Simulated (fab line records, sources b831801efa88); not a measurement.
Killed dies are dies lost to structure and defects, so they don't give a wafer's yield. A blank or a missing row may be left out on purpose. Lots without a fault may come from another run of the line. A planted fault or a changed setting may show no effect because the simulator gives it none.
A struck lot beside a sound one | flow sky130 | 15 steps out of a route of 708
Sound: wafers L635.1, L635.3, L635.6. Struck: wafers L639.3, L639.5, L639.6. The cause comes at the end.
At each step with rows: each side's tool, then ch and its chambers, then its first start. Under that, the readings that differ: sound wafers | struck wafers | difference of the means | sigmas: that difference in standard deviations of wafers without a fault.
alike: readings whose means differ by less than 2 such deviations, and words and numbers that are the same on both sides. not compared: withheld readings, readings that some wafer has no value for, bounds like >300 that may hide the same value, and numbers for which the record gives no deviation and whose values overlap.
The two part at a step that has a row with sigmas, a row that says differs or no value, or rows on one side only. Numbers that don't overlap but have no deviation are shown without sigmas and don't part them. A reading that every wafer of one side lacks parts them only if that side has two wafers or more.

first, 2 steps without rows for these wafers: SKY_POLY_GATE_CLEAN_19 (cleans in SC1/SC2, time 150 s); SKY_POLY_GATE_OXIDATION_20 (stabilise 600 s, purge 300 s, target thk 4 nm).
SKY_POLY_GATE_THK_MEAS_21:
  sound on film_metro-03, day 17 18:22; struck on film_metro-03, day 19 09:53
  alike: POLY_GATE_OXIDATION_THK
SKY_POLY_GATE_CD_MEAS_22:
  sound on cd_sem-01, day 17 18:26; struck on cd_sem-01, day 19 09:58
  alike: cd_nm
then, 7 steps without rows for these wafers: SKY_LDD_N_DEHYDRATE_00 (time 60 s); SKY_LDD_N_HMDS_01 (prime time 60 s); SKY_LDD_N_COAT_02 (resist thk 300 nm); SKY_LDD_N_SOFTBAKE_03 (time 60 s); SKY_LDD_N_EXPOSE_04 (exposes mask NTM, target cd 840 nm); SKY_LDD_N_PEB_05; SKY_LDD_N_DEVELOP_06 (develop time 60 s).
SKY_LDD_N_OVL_MEAS_07:
  sound on overlay-02, day 19 00:37; struck on overlay-02, day 20 16:59
  alike: LDD_N_OVL
SKY_LDD_N_IMPLANT_08:
  sound on implanter-01 ch 0, day 19 00:39; struck on implanter-01 ch 0, day 20 17:03
  reading            | sound                         | struck                      | difference | sigmas
  dose_ions_cm2      | 7.501e+13 7.491e+13 7.497e+13 | 8.4e+13 8.409e+13 8.413e+13 | +9.1e+12   | +99 or more
  faraday_current_uA | 419 414 427                   | 476 463 487                 | +55        | +6
  alike: end_station_pressure_torr, rotation_deg
then, 1 step without rows for these wafers: SKY_LDD_N_IMPLANT_09.
-- the record jumps here: 27 days lie between the struck wafers' starts before and after (it left off in module LDD_N and takes up again in module PAD_OPEN, whose first step shown is number 708 of the route) --
SKY_PAD_OPEN_PROBE_99:
  sound on prober-02, day 46 18:25; struck on prober-01, day 47 18:07
  reading                     | sound             | struck            | difference | sigmas
  model.etest.tip_n.rs_ohm_sq | 451.4 448.2 453.3 | 431.4 430.6 430.3 | -20.2      |
  alike: killed_at_M0_to_M3, killed_at_M4_up, killed_at_contacts, killed_at_front_end, killed_at_other, killed_dies, killed_open, killed_short

WHERE THEY PART
Only at SKY_LDD_N_IMPLANT_08, within this record. Later steps at which nothing parts them and some readings are alike: SKY_PAD_OPEN_PROBE_99.

WHY: what the simulator had put in
Process parameter drift: implanter-01, from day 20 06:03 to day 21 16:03, at SKY_LDD_N_IMPLANT_08. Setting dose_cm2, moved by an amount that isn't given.
